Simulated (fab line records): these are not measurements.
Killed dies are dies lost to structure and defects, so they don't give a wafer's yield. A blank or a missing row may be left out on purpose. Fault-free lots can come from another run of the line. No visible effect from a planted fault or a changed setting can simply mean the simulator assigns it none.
The same fault as seen by 2 desks    flow gf180mcu    what lay behind the numbers comes last; until then each desk has only its own

## FOR THE TOOL OWNER'S DESK: pvd-sputter-04
At GF_TOP_METAL_SPUTTER_04 (material TiN, target thk 25 nm, time 20.8 s) the tool's own readings: per lot run on this tool, the mean of the sampled wafers that have a number. A lot is out of limits, marked OUT, if its mean lies more than 4 standard deviations from the usual mean; the brackets give that distance.
Columns: A = throttle-valve-pct at GF_TOP_METAL_SPUTTER_04, usual 30.3 %
lot   first seen here  A
L334  day 28 17:16     30.1
L338  day 29 19:44     30.6
L340  day 30 08:45     30.3
L345  day 31 14:48     29.9
This desk's verdict: no lot among the 4 shows anything out of limits.

## THE METROLOGY DESK
Means of the sampled wafers that have a number, per lot and without regard to the tool the lot ran on: this is what the gauges read. A lot is out of limits, marked OUT, if its mean lies more than 4 standard deviations from the usual mean; the brackets give that distance.
Columns: A = V5_W_RS at GF_V5_RS_MEAS_24, usual 0.329 ohm/sq; B = V5_W_THK at GF_V5_THK_MEAS_25, usual 360 nm; C = TOP_METAL_ALCU_RS at GF_TOP_METAL_RS_MEAS_05, usual 0.0327 ohm/sq; D = TOP_METAL_ALCU_THK at GF_TOP_METAL_THK_MEAS_06, usual 906 nm; E = cd-nm at GF_TOP_METAL_CD_MEAS_14, usual 440.2 nm; F = TOP_METAL_OVL at GF_TOP_METAL_OVL_MEAS_15, usual 0.5 nm
lot   first seen here  A      B    C       D    E      F
L330  day 27 13:23     0.330  364  0.0327  901  439.6  -0.1
L334  day 28 16:30     0.330  355  0.0330  900  439.7  1.3
L337  day 29 12:32     0.326  361  0.0331  901  441.6  -0.9
L338  day 29 19:04     0.331  355  0.0328  906  439.1  -1.9
L340  day 30 08:06     0.331  360  0.0325  912  441.6  1.8
L345  day 31 14:08     0.327  352  0.0320  922  440.4  -0.4
L349  day 32 16:11     0.324  361  0.0326  912  438.0  -0.7
This desk's verdict: no lot among the 7 shows anything out of limits.

## TAKEN TOGETHER
The desk of the tool owner found nothing out of limits.
Metrology desk: nothing out of limits seen.

## WHAT THE SIMULATOR HAD PUT IN
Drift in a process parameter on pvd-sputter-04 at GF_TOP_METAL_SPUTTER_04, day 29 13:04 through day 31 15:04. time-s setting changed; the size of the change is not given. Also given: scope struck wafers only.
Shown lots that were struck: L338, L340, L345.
